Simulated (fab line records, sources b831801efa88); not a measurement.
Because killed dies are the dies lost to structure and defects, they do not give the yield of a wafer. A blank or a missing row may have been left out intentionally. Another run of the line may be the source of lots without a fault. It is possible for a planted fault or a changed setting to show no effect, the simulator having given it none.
A single fault, viewed from 2 desks / flow gf180mcu / numbers are kept per desk, each desk with only its own; the story behind them comes last

## METROLOGY DESK
What the gauges read, lot by lot, whatever tool the lot ran on: means of the sampled wafers that have a number. Marked OUT: a lot whose mean sits more than 4 standard deviations from the usual mean, which makes it out of limits; the brackets give that distance.
Columns: A = MIM_CVD_05_THK at GF_MIM_THK_MEAS_06, usual 41.9 nm
lot=L623; first seen here=day 24 19:53; A=41.4
lot=L624; first seen here=day 25 07:15; A=41.1
lot=L625; first seen here=day 25 13:20; A=41.4
lot=L626; first seen here=day 26 03:55; A=41.9
lot=L627; first seen here=day 26 10:14; A=41.8
lot=L628; first seen here=day 26 22:53; A=41.7
lot=L633; first seen here=day 28 12:20; A=41.8
lot=L634; first seen here=day 28 14:42; A=42.8
lot=L635; first seen here=day 28 17:37; A=41.8
lot=L638; first seen here=day 29 22:47; A=42.4
lot=L639; first seen here=day 30 00:59; A=41.9
lot=L646; first seen here=day 31 21:09; A=41.4
Finding of this desk: none of the 12 lots has anything out of limits.

## FOR THE TOOL OWNER'S DESK: cvd-w-01
The tool's own readings at GF_V4_CVD_23 (deposits W, target thk 350 nm, time 104.9 s): means of the sampled wafers that have a number, for each lot that ran on this tool. Marked OUT: a lot whose mean sits more than 4 standard deviations from the usual mean, which makes it out of limits; the brackets give that distance.
Columns: A = heater-power-w at GF_V4_CVD_23, usual 863 W
lot=L624; first seen here=day 25 06:24; A=836
lot=L625; first seen here=day 25 12:29; A=841
lot=L626; first seen here=day 26 03:01; A=914
lot=L633; first seen here=day 28 11:29; A=810
lot=L634; first seen here=day 28 13:52; A=883
Finding of this desk: none of the 5 lots has anything out of limits.

## ALL TOGETHER
From the metrology desk's view, nothing was out of limits.
The tool owner's desk saw nothing out of limits.

## WHAT WAS PUT IN BY THE SIMULATOR
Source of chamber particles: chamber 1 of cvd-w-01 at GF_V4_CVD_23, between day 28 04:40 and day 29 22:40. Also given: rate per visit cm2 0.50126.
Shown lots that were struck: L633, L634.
